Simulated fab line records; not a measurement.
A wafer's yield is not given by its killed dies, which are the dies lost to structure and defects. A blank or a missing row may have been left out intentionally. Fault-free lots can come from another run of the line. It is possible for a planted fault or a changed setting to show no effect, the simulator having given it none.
Which tool was responsible? + flow sky130 + 14 lots, 42 wafers sampled, at 4 steps of a route of 708

WHAT THE GAUGES SHOWED, per wafer
SKY_NWELL_TW_MEAS_26. Usual: for NWELL_2_TW the level is 496 and the standard deviation is 5.3.
| lot  | measured     | on            | NWELL_2_TW  | flag |
|------|--------------|---------------|-------------|------|
| L475 | day 5 17:06  | film metro-04 | 492 489 489 |      |
| L476 | day 5 20:59  | film metro-04 | 490 491 489 |      |
| L477 | day 6 00:58  | film metro-02 | 499 498 497 |      |
| L478 | day 6 04:48  | film metro-04 | 491 490 490 |      |
| L483 | day 7 15:26  | film metro-02 | 496 498 496 |      |
| L484 | day 7 20:13  | film metro-02 | 498 496 499 |      |
| L488 | day 8 20:14  | film metro-03 | 505 503 506 |      |
| L490 | day 9 06:07  | film metro-04 | 488 489 490 |      |
| L491 | day 9 11:14  | film metro-03 | 503 501 502 |      |
| L492 | day 9 15:35  | film metro-03 | 505 502 498 |      |
| L493 | day 9 21:37  | film metro-02 | 495 497 497 |      |
| L494 | day 10 04:06 | film metro-02 | 493 497 495 |      |
| L495 | day 10 11:36 | film metro-02 | 498 497 498 |      |
| L496 | day 10 21:53 | film metro-03 | 498 500 500 |      |

SKY_SONOS_TUNNEL_OVL_MEAS_08. Usual: for SONOS_TUNNEL_OVL the level is -0.6 nm and the standard deviation is 1.3.
| lot  | measured     | on         | SONOS_TUNNEL_OVL (nm) | flag |
|------|--------------|------------|-----------------------|------|
| L475 | day 11 18:59 | overlay-02 | -1.4 -1.7 -1.0        |      |
| L476 | day 11 23:32 | overlay-01 | 1.0 2.9 1.0           |      |
| L477 | day 12 03:10 | overlay-02 | 1.2 -1.3 1.3          |      |
| L478 | day 12 10:14 | overlay-02 | -1.5 -0.2 -1.2        |      |
| L483 | day 14 08:09 | overlay-01 | -0.6 -1.5 -1.8        |      |
| L484 | day 14 14:53 | overlay-01 | -1.9 0.1 -0.6         |      |
| L488 | day 15 22:09 | overlay-02 | 0.2 -1.0 -0.7         |      |
| L490 | day 16 12:41 | overlay-01 | -2.3 -1.5 -0.8        |      |
| L491 | day 16 21:23 | overlay-01 | -1.3 -1.0 -1.3        |      |
| L492 | day 17 01:50 | overlay-01 | -2.4 -1.8 -1.1        |      |
| L493 | day 17 08:55 | overlay-01 | 1.2 1.6 0.7           |      |
| L494 | day 17 18:59 | overlay-01 | 0.5 0.9 0.0           |      |
| L495 | day 18 05:37 | overlay-02 | -1.9 -1.4 -1.6        |      |
| L496 | day 18 16:59 | overlay-02 | 0.1 0.0 -0.7          |      |

WHICH TOOL RAN EACH LOT (tool, then ch and the chambers of the sampled wafers, then the start)
| lot  | SKY_DNWELL_STRIP_08                 | SKY_VT_ADJUST_NCORE_EXPOSE_04       |
|------|-------------------------------------|-------------------------------------|
| L475 | plasma asher-01 ch 0,1, day 3 13:07 | iline stepper-01 ch 0, day 8 14:05  |
| L476 | plasma asher-03 ch 0,1, day 3 17:46 | iline stepper-01 ch 0, day 8 18:14  |
| L477 | plasma asher-01 ch 0,1, day 3 20:55 | iline stepper-02 ch 0, day 8 22:06  |
| L478 | plasma asher-03 ch 0,1, day 4 00:01 | iline stepper-01 ch 0, day 9 02:38  |
| L483 | plasma asher-03 ch 0,1, day 5 07:21 | iline stepper-01, day 10 17:50      |
| L484 | plasma asher-04 ch 0,1, day 5 10:47 | iline stepper-01, day 10 23:32      |
| L488 | plasma asher-04 ch 0,1, day 6 09:44 | iline stepper-02 ch 0, day 12 02:02 |
| L490 | plasma asher-01 ch 0,1, day 6 17:17 | iline stepper-01 ch 0, day 12 13:32 |
| L491 | plasma asher-04 ch 0,1, day 6 22:07 | iline stepper-01 ch 0, day 12 21:32 |
| L492 | plasma asher-04 ch 0,1, day 7 02:53 | iline stepper-02 ch 0, day 13 02:11 |
| L493 | plasma asher-03 ch 0,1, day 7 08:28 | iline stepper-01 ch 0, day 13 08:27 |
| L494 | plasma asher-01 ch 0,1, day 7 14:22 | iline stepper-01 ch 0, day 13 16:49 |
| L495 | plasma asher-03 ch 0,1, day 7 19:53 | iline stepper-01 ch 0, day 14 03:01 |
| L496 | plasma asher-03 ch 0,1, day 8 05:28 | iline stepper-01 ch 0, day 14 12:53 |
- SKY_DNWELL_STRIP_08: strips in O2/N2.
- SKY_VT_ADJUST_NCORE_EXPOSE_04: exposes mask LVTN COMPLEMENT THIN, target cd 380 nm.

AS READ BY THE TOOLS THEMSELVES (means over the sampled wafers that have a number; for cases with no such wafer, the mark the record gives instead)
SKY_DNWELL_STRIP_08. Usual: drypump motor current A 5.8 A, standard deviation 0.41; oes product au 0.722 a.u., standard deviation 0.0043; strip time to endpoint s 36.89 s, standard deviation 0.11.
| lot  | tool            | drypump motor current A (A) | oes product au (a.u.) | strip time to endpoint s (s) | flag |
|------|-----------------|-----------------------------|-----------------------|------------------------------|------|
| L475 | plasma asher-01 | 5.5                         | 0.723                 | 36.86                        |      |
| L476 | plasma asher-03 | 5.6                         | 0.721                 | 36.76                        |      |
| L477 | plasma asher-01 | 5.9                         | 0.719                 | 36.87                        |      |
| L478 | plasma asher-03 | 5.6                         | 0.715                 | 36.90                        |      |
| L483 | plasma asher-03 | 5.9                         | 0.726                 | 36.76                        |      |
| L484 | plasma asher-04 | 5.8                         | 0.722                 | 36.87                        |      |
| L488 | plasma asher-04 | 5.8                         | 0.724                 | 36.76                        |      |
| L490 | plasma asher-01 | 5.5                         | 0.723                 | 36.78                        |      |
| L491 | plasma asher-04 | 5.9                         | 0.720                 | 36.92                        |      |
| L492 | plasma asher-04 | 5.9                         | 0.719                 | 36.77                        |      |
| L493 | plasma asher-03 | 5.6                         | 0.726                 | 37.05                        |      |
| L494 | plasma asher-01 | 5.5                         | 0.725                 | 37.06                        |      |
| L495 | plasma asher-03 | 5.9                         | 0.722                 | 36.91                        |      |
| L496 | plasma asher-03 | 5.9                         | 0.727                 | 36.88                        |      |

SKY_VT_ADJUST_NCORE_EXPOSE_04. Usual: exposure dose mJ cm2 138.99, standard deviation 0.13; focus offset nm 0.0 nm, standard deviation 0.52.
| lot  | tool             | exposure dose mJ cm2 | focus offset nm (nm) | flag |
|------|------------------|----------------------|----------------------|------|
| L475 | iline stepper-01 | 139.15               | 0.1                  |      |
| L476 | iline stepper-01 | 138.93               | 0.5                  |      |
| L477 | iline stepper-02 | 138.98               | 0.0                  |      |
| L478 | iline stepper-01 | 139.02               | 0.4                  |      |
| L483 | iline stepper-01 | -                    | -                    | OFF  |
| L484 | iline stepper-01 | -                    | -                    | OFF  |
| L488 | iline stepper-02 | 139.00               | -0.3                 |      |
| L490 | iline stepper-01 | 139.01               | -0.1                 |      |
| L491 | iline stepper-01 | 138.94               | 0.2                  |      |
| L492 | iline stepper-02 | 138.98               | -0.8                 |      |
| L493 | iline stepper-01 | 138.95               | 0.0                  |      |
| L494 | iline stepper-01 | 138.87               | -0.3                 |      |
| L495 | iline stepper-01 | 138.96               | 0.4                  |      |
| L496 | iline stepper-01 | 138.98               | 0.3                  |      |

THE ANSWER, worked out from the rows above alone
Rule: lot off if the mean of its wafers having a number is beyond 3 standard deviations from the usual mean. Also off: a lot with no number at a reading for which 4 or more lots have one. Where the step has rows for the other lots, those lots are counted as sound. Order of review: gauges by route order, followed by the tools' own readings, for which a lot's mean as printed above is used. At the first step where some lot is off, the reading lying furthest off is the one used; lots without a number count as furthest.
Off: L483, L484, at SKY_VT_ADJUST_NCORE_EXPOSE_04 (exposure dose mJ cm2). Without a number there: L483, L484.
If a tool, at that step or one of the process steps before it, ran each lot that is off and ran no sound lot following the first of them, it fits. Not one of the candidates tried fits.

WHAT HAD BEEN PUT IN BY THE SIMULATOR
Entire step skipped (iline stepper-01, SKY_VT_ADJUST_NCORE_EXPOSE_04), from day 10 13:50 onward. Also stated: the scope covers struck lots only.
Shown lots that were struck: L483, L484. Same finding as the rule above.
